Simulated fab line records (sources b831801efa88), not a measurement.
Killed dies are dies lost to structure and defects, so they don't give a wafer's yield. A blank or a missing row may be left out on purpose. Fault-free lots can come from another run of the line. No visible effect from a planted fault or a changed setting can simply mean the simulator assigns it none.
Which tool is to blame?	flow gf180mcu	Sampling: 13 lots, 39 wafers, 3 of 602 route steps

WHAT EACH GAUGE READ, for each wafer
GF_SALICIDE_THK_MEAS_05: measures by xrf.
lot	measured	on	SALICIDE_TIN_THK (nm)
L238	day 15 16:33	film-metro-03	19.78 19.90 19.91
L239	day 16 01:52	film-metro-01	19.59 19.47 19.38
L240	day 16 12:10	film-metro-03	20.35 19.88 20.16
L242	day 17 05:12	film-metro-03	20.15 20.16 20.06
L247	day 18 20:41	film-metro-01	20.17 20.02 20.49
L249	day 19 15:54	film-metro-01	20.17 20.23 20.15
L253	day 20 23:35	film-metro-02	20.01 20.03 19.81
L254	day 21 10:01	film-metro-01	19.79 19.83 20.13
L255	day 21 14:59	film-metro-02	19.84 19.60 19.93
L256	day 22 07:04	film-metro-02	19.75 19.95 20.20
L258	day 22 16:22	film-metro-03	19.93 19.74 19.38
L259	day 23 02:51	film-metro-02	20.03 20.21 20.16
L260	day 23 08:53	film-metro-01	20.43 20.76 20.11

GF_V2_BOW_MEAS_05.
lot	measured	on	V2_BOW (um)
L238	day 19 20:58	film-metro-01	100 103 105
L239	day 20 07:07	film-metro-01	94 96 92
L240	day 20 16:50	film-metro-01	111 104 100
L242	day 21 12:50	film-metro-01	114 93 113
L247	day 23 03:13	film-metro-04	114 100 102
L249	day 23 23:01	film-metro-04	101 91 86
L253	day 25 00:13	film-metro-01	98 109 96
L254	day 25 11:12	film-metro-04	96 92 93
L255	day 25 16:01	film-metro-03	106 95 95
L256	day 26 06:35	film-metro-04	92 94 99
L258	day 26 15:19	film-metro-04	94 94 93
L259	day 27 00:38	film-metro-03	98 96 98
L260	day 27 05:29	film-metro-01	105 96 97

WHICH TOOL RAN EACH LOT (tool, then ch and the chambers of the sampled wafers, then the start)
lot	GF_CONTACT_CVD_02
L238	pecvd-04 ch 0,1, day 15 16:59
L239	pecvd-04 ch 1,2, day 16 02:19
L240	pecvd-02 ch 0,1, day 16 12:37
L242	pecvd-02 ch 0,1,2, day 17 05:46
L247	pecvd-02 ch 1,2, day 18 21:08
L249	pecvd-04 ch 0,1,2, day 19 16:22
L253	pecvd-04 ch 0,1,2, day 21 00:02
L254	pecvd-04 ch 0,2, day 21 10:28
L255	pecvd-04 ch 0,1,2, day 21 15:27
L256	pecvd-02 ch 1,2, day 22 07:31
L258	pecvd-02 ch 1,2, day 22 17:02
L259	pecvd-02 ch 1,2, day 23 03:18
L260	pecvd-04 ch 0,1,2, day 23 09:26
- GF_CONTACT_CVD_02: deposits SiO2 from TEOS, target thk 860 nm, time 95.992 s.

WHAT THE TOOLS THEMSELVES READ (means of the sampled wafers that have a number; where no wafer has one, the mark that the record gives instead)
GF_CONTACT_CVD_02.
lot	tool	heater-power-w (W)
L238	pecvd-04	652
L239	pecvd-04	667
L240	pecvd-02	605
L242	pecvd-02	628
L247	pecvd-02	559
L249	pecvd-04	687
L253	pecvd-04	661
L254	pecvd-04	650
L255	pecvd-04	648
L256	pecvd-02	546
L258	pecvd-02	538
L259	pecvd-02	550
L260	pecvd-04	643

THE ANSWER, worked out from the rows above alone
Rule: usual is defined by the lots themselves. The widest of any qualifying gaps counts: lots, ordered by their means at a reading, are off when they make up no more than a third of the lots, leave a main group of 4 or more, and stand apart from it by 3 or more times the standard deviation of that group's means. A main group is skipped when, at the precision printed for the reading in the tables above, its means are all equal. A lot without any number at a reading at which 4 lots or more have one is off too. All remaining lots with rows at the step are treated as sound. First the gauges in route order, then the tools' own readings, where a lot's mean is used as printed above. The first step at which some lot is off is used, and at that step the reading that is off furthest; a lot without a number counts as furthest.
No lot is off at any reading shown: from this, nothing can be told.

WHAT THE SIMULATOR PUT IN
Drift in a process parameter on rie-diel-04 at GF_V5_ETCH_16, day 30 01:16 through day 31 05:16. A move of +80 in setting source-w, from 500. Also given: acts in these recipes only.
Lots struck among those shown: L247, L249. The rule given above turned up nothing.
